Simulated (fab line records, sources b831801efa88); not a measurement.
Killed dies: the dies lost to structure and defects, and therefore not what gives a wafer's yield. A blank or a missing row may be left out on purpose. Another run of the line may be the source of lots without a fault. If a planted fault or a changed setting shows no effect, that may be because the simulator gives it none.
Problem report in the 8D (eight disciplines) form, filled by code :: flow sky130 :: the parts of the form that need people (team, actions taken, sign-off) are left out

1. WHAT WENT WRONG
Wafers without a fault read 0.855 a.u. with a standard deviation of 0.0047, while oes-product-au at SKY_VIA3_ETCH_14 averages 0.914 a.u. across 2 wafers of 1 lot. That puts it +13 standard deviations away from the usual mean.
The step: etches BARC in N2/H2, stops on SiO2, time 45.9 s, target depth 60 nm.
First observed at day 43 05:34: wafer L457.4, on rie-diel-02. The record has a number at this step for 14 wafers belonging to 5 lots. The rule behind "out" and "out of limits": a value lying over 4 standard deviations away from the usual mean. The rest of the wafers with a number are treated as sound.

2. WHAT IT IS, WHAT IT ISN'T
question: which readings at this step
is: oes-product-au, run-length-s
is not: drypump-motor-current-A, throttle-valve-pct

question: which lots
is: L457
is not: L451, L460, L467, L468

question: which wafers of those lots
is: all that have a number
is not: -

question: read on which tools
is: rie-diel-02
is not: rie-diel-03, rie-diel-04

question: when
is: from day 43 05:34
is not: up to then (3 sound wafers); but 9 sound wafers of L460, L467, L468 came after

3. THE SUSPECTS, EACH WITH WHAT RULES IT OUT
Counting: a tool stays on the suspect list if, at a process step up to the reading, it processed all lots that are out and no sound lot following the first of them.
- cmp-01 at SKY_VIA3_CMP_02 (polishes SiO2): ruled out as a lasting fault. The sound lots L467, L468 went through it after L457, its earliest lot that is out (day 42 05:36).
- rie-diel-02 at SKY_VIA3_ETCH_14 (etches BARC in N2/H2, stops on SiO2, time 45.9 s, target depth 60 nm): ruled out as a lasting fault. The sound lots L467 went through it after L457, its earliest lot that is out (day 43 05:34).
Left after counting: nothing in the record.

4. THE CAUSE (what the simulator had put in)
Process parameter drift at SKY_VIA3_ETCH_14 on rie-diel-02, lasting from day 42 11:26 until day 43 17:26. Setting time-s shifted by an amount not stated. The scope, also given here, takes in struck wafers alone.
Counting ruled it out, wrongly.

5. SEQUENCE OF EFFECTS, ordered by route
One row per reading whose mean, taken over the struck wafers that have a number, lies over 3 standard deviations from the usual. Scope: only readings with a usual standard deviation given in the record; hours: median across lots of the time from each lot's start at the first step in this table that gives one to its start at this step; sigmas: change in usual standard deviations.
hours: 0
step: SKY_VIA3_ETCH_14
reading: oes-product-au
usual: 0.855 a.u.
on struck wafers: 0.914
change: +0.059
sigmas: +13

hours: 0
step: SKY_VIA3_ETCH_14
reading: run-length-s
usual: 74.3 s
on struck wafers: 71.0
change: -3.3
sigmas: -8.0
It contains these process steps:
- SKY_VIA3_ETCH_14: etches BARC in N2/H2, stops on SiO2, time 45.9 s, target depth 60 nm.

6. HOW IT WOULD HAVE BEEN CAUGHT EARLIER
In this record the first reading out of limits was taken at day 43 05:34, 18 hours after the fault began at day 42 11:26.
